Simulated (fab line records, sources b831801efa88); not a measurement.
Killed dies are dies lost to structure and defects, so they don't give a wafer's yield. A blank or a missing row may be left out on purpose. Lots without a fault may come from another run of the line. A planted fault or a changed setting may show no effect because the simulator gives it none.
Which tool did it? | flow sfq_line | 8 lots, 24 wafers sampled, at 1 step of a route of 325

WHAT THE GAUGES READ, wafer by wafer
SFQ_INCOMING_BOW_MEAS_900.
lot  | measured    | on            | INCOMING_BOW (um)
L269 | day 1 15:02 | film_metro-03 | 4 4 1
L271 | day 2 01:01 | film_metro-04 | -4 -8 4
L273 | day 2 11:01 | film_metro-04 | 4 3 -5
L277 | day 3 07:01 | film_metro-01 | 1 5 -5
L279 | day 3 17:00 | film_metro-01 | 2 -2 13
L281 | day 4 03:00 | film_metro-03 | 9 6 9
L283 | day 4 13:02 | film_metro-04 | 5 3 0
L285 | day 4 23:01 | film_metro-03 | -8 -9 -2

WHICH TOOL RAN EACH LOT (tool, then ch and the chambers of the sampled wafers, then the start)
The record holds no process step before these readings.

THE ANSWER, worked out from the rows above alone
Rule: what is usual is taken from the lots themselves. Put in order of their means at a reading, lots are off if they are a third of the lots or fewer, leave a main group of 4 or more, and stand apart from it by a gap of 3 or more times the standard deviation of the main group's means; of several such gaps the widest counts. A main group whose means are all the same, to the digits that the tables above print for the reading, isn't used. A lot without any number at a reading at which 4 lots or more have one is off too. The other lots that the step has rows for count as sound.
No lot is off at any reading shown: from this, nothing can be told.

WHAT THE SIMULATOR HAD PUT IN
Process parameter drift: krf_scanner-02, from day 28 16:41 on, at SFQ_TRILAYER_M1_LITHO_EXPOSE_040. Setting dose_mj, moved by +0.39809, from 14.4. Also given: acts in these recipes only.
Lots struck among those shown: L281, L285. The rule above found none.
